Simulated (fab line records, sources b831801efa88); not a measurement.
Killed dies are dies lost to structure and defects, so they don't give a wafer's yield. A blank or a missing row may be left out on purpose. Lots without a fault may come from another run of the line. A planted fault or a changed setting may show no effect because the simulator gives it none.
Chamber matching | flow gf180mcu | GF_V3_CMP_26 on cmp-02: 4 sister chambers
The step polishes, stops on SiO2, t overpolish 15 s, target thk 0 nm. 4 wafers are shown with their chamber, then 8 later ones without.

WAFERS WITH THEIR CHAMBER
wafer  | chamber | motor_current_A (A)
L736.3 | 0       | 10.6
L738.2 | 2       | 12.6
L738.4 | 3       | 10.5
L743.2 | 1       | 13.3

WAFERS WITHOUT THEIR CHAMBER
wafer  | motor_current_A (A)
L743.3 | 10.8
L743.6 | 13.1
L747.2 | 13.2
L747.3 | 13.2
L747.5 | 10.5
L748.3 | 12.6
L748.4 | 13.3
L748.5 | 13.0

WHICH CHAMBER EACH WENT THROUGH
wafer  | from the rows above     | in truth
L743.3 | can't be placed: 0 or 3 | 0
L743.6 | can't be placed: 1 or 2 | 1
L747.2 | 1                       | 1
L747.3 | 1                       | 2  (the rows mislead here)
L747.5 | can't be placed: 3 or 0 | 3
L748.3 | 2                       | 2
L748.4 | 1                       | 1
L748.5 | can't be placed: 1 or 2 | 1
Placed correctly: 3 of 8. Can't be placed from these rows: 4 (the true chamber is among the candidates in 4). Placed wrongly: 1.
How it was worked out, from the rows above alone: a wafer's distance from a chamber is the root of the sum, over the readings, of the square of ((its reading less the chamber's mean) divided by the reading's scatter). The wafer belongs to the nearest chamber; if the next one is less than 2 further off, it can't be placed. A chamber's mean is the mean of its shown wafers. The scatter: with one shown wafer a chamber, the root of the mean of the squares of how far each hidden wafer lies from its nearest shown one.
